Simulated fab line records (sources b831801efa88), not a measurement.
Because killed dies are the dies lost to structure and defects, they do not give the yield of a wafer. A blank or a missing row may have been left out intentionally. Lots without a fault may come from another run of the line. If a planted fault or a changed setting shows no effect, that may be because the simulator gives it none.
Which tool was responsible? ; flow gf180mcu ; 6 lots, 18 wafers sampled, at 2 steps of a route of 602

WHAT THE GAUGES SHOWED, per wafer
GF_NWELL_TW_MEAS_11.
lot;measured;on;NWELL_TW
L283;day 4 03:14;filmMetro-02;1553 1547 1551
L285;day 4 09:40;filmMetro-02;1556 1553 1563
L288;day 4 19:02;filmMetro-03;1581 1585 1586
L295;day 6 06:59;filmMetro-01;1740 1731 1735 1731 1723 1733
L300;day 7 10:37;filmMetro-03;1583 1584 1592
L304;day 8 09:53;filmMetro-03;1574 1574 1584

TOOL THAT RAN EACH LOT (tool first, then ch and the chambers of the sampled wafers, then the start)
lot;GF_NWELL_IMPLANT_08
L283;implanter-03 ch 0, day 4 02:51
L285;implanter-02 ch 0, day 4 09:16
L288;implanter-02 ch 0, day 4 18:38
L295;implanter-04 ch 0, day 6 06:37
L300;implanter-02 ch 0, day 7 10:13
L304;implanter-03 ch 0, day 8 09:31
- GF_NWELL_IMPLANT_08

THE ANSWER, worked out from the rows above alone
Rule: the lots themselves supply what counts as usual. The widest of any qualifying gaps counts: lots, ordered by their means at a reading, are off when they make up no more than a third of the lots, leave a main group of 4 or more, and stand apart from it by 3 or more times the standard deviation of that group's means. A main group is skipped when, at the precision printed for the reading in the tables above, its means are all equal. Also off: a lot with no number at a reading for which 4 or more lots have one. The other lots that the step has rows for count as sound.
Off: L295, at GF_NWELL_TW_MEAS_11 (NWELL_TW). The main group: mean 1571, standard deviation 15.
If a tool, at a process step before that reading, ran all the lots that are off and no sound lot after the first of them, it fits. Those tools and the gauges at GF_NWELL_TW_MEAS_11 are tried in the same way. 2 tools fit, implanter-04 at GF_NWELL_IMPLANT_08 and filmMetro-01 at GF_NWELL_TW_MEAS_11, so this cannot tell which one it is.

WHAT HAD BEEN PUT IN BY THE SIMULATOR
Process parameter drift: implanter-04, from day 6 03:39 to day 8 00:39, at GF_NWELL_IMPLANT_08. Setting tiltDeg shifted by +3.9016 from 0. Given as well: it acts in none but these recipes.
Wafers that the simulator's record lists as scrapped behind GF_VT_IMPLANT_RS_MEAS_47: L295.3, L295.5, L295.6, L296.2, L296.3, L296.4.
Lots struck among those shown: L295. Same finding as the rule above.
